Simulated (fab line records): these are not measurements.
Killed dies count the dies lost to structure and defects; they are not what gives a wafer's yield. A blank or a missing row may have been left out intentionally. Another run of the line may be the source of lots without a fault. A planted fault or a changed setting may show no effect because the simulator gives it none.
What tool caused it? -- flow gf180mcu -- 14 lots with 42 wafers sampled at 5 steps, on a route of 602 steps

== WHAT THE GAUGES SHOWED, per wafer ==
GF_M4_RS_MEAS_05: measurement is done with a four-point probe.
lot,measured,on,M4_ALCU_RS (ohm/sq)
L165,day 22 23:14,film metro-02,0.0700 0.0686 0.0679
L166,day 23 02:38,film metro-02,0.0704 0.0697 0.0703
L167,day 23 18:14,film metro-03,0.0691 0.0691 0.0689
L168,day 24 00:29,film metro-03,0.0698 0.0702 0.0695
L170,day 24 15:44,film metro-03,0.0704 0.0708 0.0689
L171,day 25 00:52,film metro-02,0.0693 0.0691 0.0694
L175,day 26 14:38,film metro-01,0.0688 0.0689 0.0692
L177,day 26 22:53,film metro-02,0.0697 0.0707 0.0689
L179,day 27 09:19,film metro-01,0.0699 0.0706 0.0700
L181,day 28 01:37,film metro-03,0.0701 0.0699 0.0693
L183,day 28 15:13,film metro-03,0.0710 0.0690 0.0691
L184,day 28 23:06,film metro-02,0.0690 0.0690 0.0693
L186,day 29 12:20,film metro-02,0.0690 0.0695 0.0711
L187,day 29 18:48,film metro-02,0.0689 0.0683 0.0679

GF_V4_BOW_MEAS_05.
lot,measured,on,V4_BOW (um)
L165,day 23 22:26,film metro-04,131 143 142
L166,day 24 02:15,film metro-02,130 138 128
L167,day 24 18:26,film metro-02,143 148 138
L168,day 25 00:02,film metro-01,149 143 149
L170,day 25 13:51,film metro-01,131 129 138
L171,day 25 23:50,film metro-04,127 124 126
L175,day 27 12:40,film metro-04,147 140 145
L177,day 27 20:11,film metro-04,131 140 134
L179,day 28 06:22,film metro-04,134 129 129
L181,day 28 21:49,film metro-01,122 137 117
L183,day 29 11:41,film metro-01,154 158 152
L184,day 29 19:34,film metro-01,126 134 126
L186,day 30 08:29,film metro-04,142 131 130
L187,day 30 14:28,film metro-04,119 131 123

== WHICH TOOL RAN EACH LOT (tool, then ch and the chambers of the sampled wafers, then the start) ==
lot,GF_V3_CVD_23,GF_M4_METAL_ETCH_16,GF_M4_STRIP_17
L165,"cvd w-01 ch 0,1, day 22 22:25","rie metal-03 ch 0,1, day 23 21:13","plasma asher-01 ch 0,1, day 23 21:21"
L166,"cvd w-02 ch 0,1, day 23 01:49","rie metal-02 ch 1, day 24 00:54","plasma asher-04 ch 0,1, day 24 01:10"
L167,"cvd w-01 ch 0,1, day 23 17:23","rie metal-03 ch 1, day 24 16:41","plasma asher-02 ch 0,1, day 24 16:55"
L168,"cvd w-02 ch 1, day 23 23:34","rie metal-02 ch 0, day 24 22:39","plasma asher-04 ch 0,1, day 24 22:55"
L170,"cvd w-02 ch 0,1, day 24 14:55","rie metal-01 ch 1, day 25 12:30","plasma asher-01 ch 0,1, day 25 12:46"
L171,"cvd w-02 ch 0,1, day 24 23:43","rie metal-03 ch 0,1, day 25 21:51","plasma asher-04 ch 0,1, day 25 22:01"
L175,"cvd w-02 ch 0,1, day 26 13:49","rie metal-03 ch 0,1, day 27 11:27","plasma asher-02 ch 0,1, day 27 11:35"
L177,"cvd w-01 ch 0,1, day 26 22:04","rie metal-02 ch 0,1, day 27 18:54","plasma asher-04 ch 0,1, day 27 19:02"
L179,"cvd w-02 ch 0,1, day 27 08:31","rie metal-03 ch 0,1, day 28 05:09","plasma asher-02 ch 0,1, day 28 05:17"
L181,"cvd w-01 ch 0,1, day 28 00:48","rie metal-02 ch 0,1, day 28 20:33","plasma asher-02 ch 0,1, day 28 20:41"
L183,"cvd w-02 ch 0,1, day 28 14:23","rie metal-02 ch 0,1, day 29 10:26","plasma asher-01 ch 0,1, day 29 10:34"
L184,"cvd w-01 ch 0,1, day 28 22:16","rie metal-02 ch 0, day 29 18:19","plasma asher-01 ch 0,1, day 29 18:26"
L186,"cvd w-01 ch 0,1, day 29 11:32","rie metal-01 ch 0,1, day 30 07:16","plasma asher-02 ch 0,1, day 30 07:23"
L187,"cvd w-02 ch 0,1, day 29 17:59","rie metal-02 ch 0,1, day 30 13:15","plasma asher-01 ch 0,1, day 30 13:23"
- GF_V3_CVD_23: deposits W, target thk 350 nm, time 104.9 s.
- GF_M4_METAL_ETCH_16: etches the open film in Cl2/BCl3, stops on SiO2, target depth 750.8 nm, time 125.1 s.
- GF_M4_STRIP_17: strips in O2/N2.

== AS READ BY THE TOOLS THEMSELVES (means over the sampled wafers that have a number; for cases with no such wafer, the mark the record gives instead) ==
GF_V3_CVD_23.
lot,tool,heater power w (W)
L165,cvd w-01,902
L166,cvd w-02,865
L167,cvd w-01,895
L168,cvd w-02,838
L170,cvd w-02,869
L171,cvd w-02,854
L175,cvd w-02,850
L177,cvd w-01,912
L179,cvd w-02,882
L181,cvd w-01,915
L183,cvd w-02,871
L184,cvd w-01,871
L186,cvd w-01,883
L187,cvd w-02,877

GF_M4_METAL_ETCH_16.
lot,tool,drypump motor current A (A),oes product au (a.u.),throttle valve pct (%)
L165,rie metal-03,5.9,0.993,28.218
L166,rie metal-02,6.7,0.994,28.221
L167,rie metal-03,6.0,0.984,28.236
L168,rie metal-02,5.8,0.992,28.231
L170,rie metal-01,5.6,0.994,28.222
L171,rie metal-03,5.9,0.984,28.232
L175,rie metal-03,5.9,0.901,28.327
L177,rie metal-02,6.1,0.988,28.229
L179,rie metal-03,5.9,0.944,28.281
L181,rie metal-02,6.1,0.990,28.230
L183,rie metal-02,6.1,0.997,28.229
L184,rie metal-02,5.8,0.994,28.229
L186,rie metal-01,5.7,0.995,28.226
L187,rie metal-02,6.1,0.995,28.230

GF_M4_STRIP_17.
lot,tool,drypump motor current A (A),heater power w (W),oes product au (a.u.),strip time to endpoint s (s)
L165,plasma asher-01,5.5,317,0.536,7.37
L166,plasma asher-04,5.9,344,0.534,7.36
L167,plasma asher-02,5.2,315,0.541,7.46
L168,plasma asher-04,5.6,339,0.541,7.45
L170,plasma asher-01,5.5,328,0.537,7.31
L171,plasma asher-04,5.9,344,0.537,7.46
L175,plasma asher-02,5.2,323,0.557,7.84
L177,plasma asher-04,5.6,337,0.534,7.39
L179,plasma asher-02,5.2,325,0.550,7.68
L181,plasma asher-02,5.2,324,0.533,7.35
L183,plasma asher-01,5.5,328,0.534,7.29
L184,plasma asher-01,5.5,322,0.527,7.34
L186,plasma asher-02,5.6,325,0.540,7.36
L187,plasma asher-01,5.5,324,0.532,7.32

== THE ANSWER, worked out from the rows above alone ==
Rule: the usual values come from the lots themselves. Put in order of their means at a reading, lots are off if they are a third of the lots or fewer, leave a main group of 4 or more, and stand apart from it by a gap of 3 or more times the standard deviation of the main group's means; of several such gaps the widest counts. The tables above print the reading to a certain number of digits; a main group whose means all agree to those digits is not used. Also off: a lot with no number at a reading for which 4 or more lots have one. All remaining lots with rows at the step are treated as sound. Order of review: gauges by route order, followed by the tools' own readings, for which a lot's mean as printed above is used. The first step at which some lot is off is used, and at that step the reading that is off furthest; a lot without a number counts as furthest.
Off: L175, L179 (GF_M4_METAL_ETCH_16, oes product au). Mean 0.992 a.u. and standard deviation 0.0041 in the main group.
A tool fits if, at that step or a process step before it, it ran every lot that is off, and no sound lot after the first of them. One candidate fits, namely rie metal-03 at GF_M4_METAL_ETCH_16. A fault onset in the window from L171 (day 25 21:51, its last sound lot) to L175 (day 27 11:27, its first lot off) fits.
The tool's own readings at GF_M4_METAL_ETCH_16 bear it out: on the lots that are off they differ by more than 5 times the standard deviation of the sound lots' means. oes product au reads 0.922 a.u. there against 0.992 a.u. on the sound lots; throttle valve pct reads 28.304 % there against 28.228 % on the sound lots.

== WHAT THE SIMULATOR PUT IN ==
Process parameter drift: rie metal-03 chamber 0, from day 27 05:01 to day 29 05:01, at GF_M4_METAL_ETCH_16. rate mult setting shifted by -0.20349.
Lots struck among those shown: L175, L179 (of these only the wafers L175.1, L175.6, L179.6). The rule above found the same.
